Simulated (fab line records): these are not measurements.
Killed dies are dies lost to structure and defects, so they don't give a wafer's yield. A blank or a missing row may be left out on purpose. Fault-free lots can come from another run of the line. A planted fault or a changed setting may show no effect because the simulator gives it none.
Which tool did it? :: flow sky130 :: 15 lots, 45 wafers sampled, at 2 steps of a route of 708

== WHAT THE GAUGES READ, wafer by wafer ==
No reading from a measuring or inspecting step in the record can be judged against a usual standard deviation.

== TOOL THAT RAN EACH LOT (tool first, then ch and the chambers of the sampled wafers, then the start) ==
lot: L759
SKY_VIA4_CLEAN_16: wetBench-02 ch 2, day 42 20:25
SKY_PAD_OPEN_PROBE_99: -

lot: L760
SKY_VIA4_CLEAN_16: wetBench-02 ch 0, day 43 02:58
SKY_PAD_OPEN_PROBE_99: -

lot: L761
SKY_VIA4_CLEAN_16: wetBench-02 ch 2, day 43 06:58
SKY_PAD_OPEN_PROBE_99: -

lot: L762
SKY_VIA4_CLEAN_16: wetBench-01 ch 1, day 43 13:31
SKY_PAD_OPEN_PROBE_99: -

lot: L763
SKY_VIA4_CLEAN_16: wetBench-01 ch 2, day 44 14:32
SKY_PAD_OPEN_PROBE_99: -

lot: L764
SKY_VIA4_CLEAN_16: wetBench-01 ch 2, day 44 19:54
SKY_PAD_OPEN_PROBE_99: prober-01, day 47 14:11

lot: L765
SKY_VIA4_CLEAN_16: wetBench-01 ch 0, day 45 07:29
SKY_PAD_OPEN_PROBE_99: prober-02, day 48 00:28

lot: L766
SKY_VIA4_CLEAN_16: wetBench-01 ch 0, day 45 10:29
SKY_PAD_OPEN_PROBE_99: prober-01, day 48 02:50

lot: L774
SKY_VIA4_CLEAN_16: wetBench-02 ch 2, day 46 19:50
SKY_PAD_OPEN_PROBE_99: -

lot: L775
SKY_VIA4_CLEAN_16: wetBench-02 ch 2, day 46 20:56
SKY_PAD_OPEN_PROBE_99: -

lot: L776
SKY_VIA4_CLEAN_16: wetBench-02 ch 2, day 47 01:22
SKY_PAD_OPEN_PROBE_99: -

lot: L778
SKY_VIA4_CLEAN_16: wetBench-02 ch 0, day 47 21:32
SKY_PAD_OPEN_PROBE_99: -

lot: L781
SKY_VIA4_CLEAN_16: wetBench-01 ch 1, day 48 10:52
SKY_PAD_OPEN_PROBE_99: -

lot: L780
SKY_VIA4_CLEAN_16: wetBench-04 ch 3, day 48 12:25
SKY_PAD_OPEN_PROBE_99: -

lot: L782
SKY_VIA4_CLEAN_16: wetBench-04 ch 0, day 48 16:33
SKY_PAD_OPEN_PROBE_99: -
- SKY_VIA4_CLEAN_16: cleans in O3/DIW.
- SKY_PAD_OPEN_PROBE_99

== WHAT THE TOOLS THEMSELVES READ (means of the sampled wafers that have a number; where no wafer has one, the mark that the record gives instead) ==
SKY_PAD_OPEN_PROBE_99.
lot: L764
tool: prober-01
defectLimitedYield (%): 74.1
killed_at_M0_to_M3: 42
killed_at_M4_up: 47.3
killedAtContacts: 19
killedAtFrontEnd: 18
killedAtOther: 0.7
killedDies: 127
killedOpen: 47
killedShort: 35
sort_bin_3_pad_short (%): 4.7
sort_bin_5_function (%): 14.4
sort_bin_6_memory (%): 6.8
sortNPass: 365
sortYieldPct (%): 74.1

lot: L765
tool: prober-02
defectLimitedYield (%): 71.1
killed_at_M0_to_M3: 43
killed_at_M4_up: 71.0
killedAtContacts: 19
killedAtFrontEnd: 9
killedAtOther: 0.3
killedDies: 142
killedOpen: 44
killedShort: 30
sort_bin_3_pad_short (%): 4.2
sort_bin_5_function (%): 16.7
sort_bin_6_memory (%): 8.1
sortNPass: 350
sortYieldPct (%): 71.1

lot: L766
tool: prober-01
defectLimitedYield (%): 71.7
killed_at_M0_to_M3: 38
killed_at_M4_up: 66.0
killedAtContacts: 24
killedAtFrontEnd: 10
killedAtOther: 0.3
killedDies: 139
killedOpen: 44
killedShort: 31
sort_bin_3_pad_short (%): 4.6
sort_bin_5_function (%): 16.8
sort_bin_6_memory (%): 6.9
sortNPass: 353
sortYieldPct (%): 71.7

== THE ANSWER, worked out from the rows above alone ==
Rule: the lots themselves supply what counts as usual. The widest of any qualifying gaps counts: lots, ordered by their means at a reading, are off when they make up no more than a third of the lots, leave a main group of 4 or more, and stand apart from it by 3 or more times the standard deviation of that group's means. A main group is skipped when, at the precision printed for the reading in the tables above, its means are all equal. Also off: a lot with no number at a reading for which 4 or more lots have one. Any other lot the step has rows for is counted as sound. After the gauges, taken in route order, come the tools' own readings; for these a lot's mean is taken, as printed above. At the first step where some lot is off, the reading lying furthest off is the one used; lots without a number count as furthest.
Nothing can be told from this: no lot is off at any reading shown.

== WHAT THE SIMULATOR HAD PUT IN ==
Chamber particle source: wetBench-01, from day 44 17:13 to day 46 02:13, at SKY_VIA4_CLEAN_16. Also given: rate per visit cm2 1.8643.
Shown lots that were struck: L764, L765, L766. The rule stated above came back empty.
